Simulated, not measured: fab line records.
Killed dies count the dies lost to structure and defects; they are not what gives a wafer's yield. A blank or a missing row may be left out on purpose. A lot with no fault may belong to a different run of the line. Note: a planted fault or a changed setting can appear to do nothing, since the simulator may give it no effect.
2 desks looking at one fault + flow gf180mcu + numbers are kept per desk, each desk with only its own; the story behind them comes last

== AT THE METROLOGY DESK ==
Means of the sampled wafers that have a number, per lot and without regard to the tool the lot ran on: this is what the gauges read. If a lot's mean is further than 4 standard deviations from the usual mean, the lot is out of limits and carries the mark OUT (the distance appears in the brackets).
Columns: A = M2_OVL at GF_M2_OVL_MEAS_15, usual 2 nm
| lot  | first seen here | A  |
|------|-----------------|----|
| L539 | day 20 14:22    | 2  |
| L540 | day 20 21:36    | 2  |
| L542 | day 21 14:56    | 9  |
| L543 | day 22 09:19    | 7  |
| L546 | day 23 02:20    | -0 |
| L548 | day 23 16:59    | 3  |
| L552 | day 25 04:27    | -2 |
| L554 | day 26 02:09    | 2  |
| L556 | day 26 08:37    | -2 |
| L558 | day 26 22:00    | -2 |
| L557 | day 27 00:18    | -4 |
| L559 | day 27 07:24    | 5  |
This desk's verdict: no lot among the 12 shows anything out of limits.

== FOR THE TOOL OWNER'S DESK: plasmaAsher-02 ==
The tool's own readings at GF_M2_STRIP_17 (strips in O2/N2): means of the sampled wafers that have a number, for each lot that ran on this tool. If a lot's mean is further than 4 standard deviations from the usual mean, the lot is out of limits and carries the mark OUT (the distance appears in the brackets).
Columns: A = chamberPressureMTorr at GF_M2_STRIP_17, usual 1500.0 mTorr; B = drypumpMotorCurrentA at GF_M2_STRIP_17, usual 5.84 A; C = heaterPowerW at GF_M2_STRIP_17, usual 341 W; D = oesProductAu at GF_M2_STRIP_17, usual 0.558 a.u.; E = stripTimeToEndpointS at GF_M2_STRIP_17, usual 7.89 s
| lot  | first seen here | A      | B    | C   | D     | E    |
|------|-----------------|--------|------|-----|-------|------|
| L539 | day 20 14:30    | 1499.8 | 5.91 | 343 | 0.553 | 7.82 |
| L540 | day 20 21:45    | 1499.4 | 5.79 | 330 | 0.563 | 7.90 |
| L543 | day 22 09:27    | 1498.1 | 5.79 | 332 | 0.559 | 7.84 |
| L554 | day 26 02:18    | 1500.4 | 5.93 | 339 | 0.563 | 7.93 |
This desk's verdict: no lot among the 4 shows anything out of limits.

== PUT TOGETHER ==
The metrology desk saw nothing out of limits.
The tool owner's desk saw nothing out of limits.

== WHAT WAS PUT IN BY THE SIMULATOR ==
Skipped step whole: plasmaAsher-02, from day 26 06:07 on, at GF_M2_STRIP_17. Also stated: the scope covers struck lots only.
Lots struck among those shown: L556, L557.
